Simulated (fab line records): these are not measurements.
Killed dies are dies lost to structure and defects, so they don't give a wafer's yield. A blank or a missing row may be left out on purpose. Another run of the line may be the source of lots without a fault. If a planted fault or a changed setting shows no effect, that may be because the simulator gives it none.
The same fault as seen by 2 desks + flow gf180mcu + numbers are kept per desk, each desk with only its own; the story behind them comes last

TOOL OWNER'S DESK, implanter-02
The tool's own readings at GF_NWELL_IMPLANT_08: means of the sampled wafers that have a number, for each lot that ran on this tool. If a lot's mean is further than 4 standard deviations from the usual mean, the lot is out of limits and carries the mark OUT (the distance appears in the brackets).
Columns: A = beam-energy-keV at GF_NWELL_IMPLANT_08, usual 450.02
| lot  | first seen here | A                        |
|------|-----------------|--------------------------|
| L381 | day 3 18:31     | 449.72                   |
| L382 | day 3 23:55     | 450.09                   |
| L391 | day 6 01:40     | 509.96 (+99 or more) OUT |
| L393 | day 6 10:50     | 510.34 (+99 or more) OUT |
This desk's finding: out of limits on L391, L393; first on L391, day 6 01:40 (beam-energy-keV at GF_NWELL_IMPLANT_08). L381, L382 stayed within limits.

THE METROLOGY DESK
What the gauges read for every lot (on any tool): the sampled wafers with a number, averaged. If a lot's mean is further than 4 standard deviations from the usual mean, the lot is out of limits and carries the mark OUT (the distance appears in the brackets).
Columns: A = STI_OXIDATION_THK at GF_STI_THK_MEAS_02, usual 10.05 nm; B = NWELL_TW at GF_NWELL_TW_MEAS_11, usual 1592; C = LVPWELL_OVL at GF_LVPWELL_OVL_MEAS_07, usual -0.7 nm; D = NWELL_RS at GF_VT_IMPLANT_RS_MEAS_47, usual 487.6 ohm/sq
| lot  | first seen here | A     | B    | C    | D                |
|------|-----------------|-------|------|------|------------------|
| L381 | day 1 22:25     | 10.16 | 1598 | -3.1 | 487.3            |
| L382 | day 2 02:31     | 10.03 | 1594 | -0.0 | 487.2            |
| L383 | day 2 07:52     | 10.25 | 1580 | -1.6 | 489.3            |
| L384 | day 2 13:17     | 9.69  | 1584 | -0.3 | 486.7            |
| L385 | day 2 18:18     | 10.12 | 1587 | -1.1 | 486.9            |
| L391 | day 3 23:31     | 9.96  | 1609 | 1.3  | 476.8 (-6.7) OUT |
| L393 | day 4 09:32     | 10.03 | 1613 | -1.0 | 474.4 (-8.3) OUT |
| L396 | day 5 00:32     | 10.07 | 1593 | -2.4 | 486.6            |
| L398 | day 5 13:35     | 10.26 | 1588 | 0.2  | 487.4            |
| L399 | day 5 16:23     | 10.08 | 1588 | -1.3 | 488.8            |
| L400 | day 5 20:34     | 10.15 | 1609 | -1.6 | 488.2            |
| L401 | day 6 01:59     | 10.13 | 1594 | -0.2 | 485.1            |
This desk's finding: out of limits on L391, L393; first on L391, day 10 22:51 (NWELL_RS at GF_VT_IMPLANT_RS_MEAS_47). L381, L382, L383, L384, L385, L396, L398, L399, L400, L401 stayed within limits.

PUT TOGETHER
On L391, L393, at day 6 01:40, an alarm was possible from the tool owner's desk.
Metrology desk: alarm possible at day 10 22:51 on L391, L393.
The lots listed all ran GF_NWELL_IMPLANT_08 on implanter-02.

WHAT HAD BEEN PUT IN BY THE SIMULATOR
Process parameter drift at GF_NWELL_IMPLANT_08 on implanter-02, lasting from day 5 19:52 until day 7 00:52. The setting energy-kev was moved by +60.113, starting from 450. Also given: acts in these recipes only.
Lots struck among those shown: L391, L393.
Delay (hours) between the fault's onset and each desk's first out-of-limits reading: 6 at the tool owner's desk, 123 at the metrology desk.
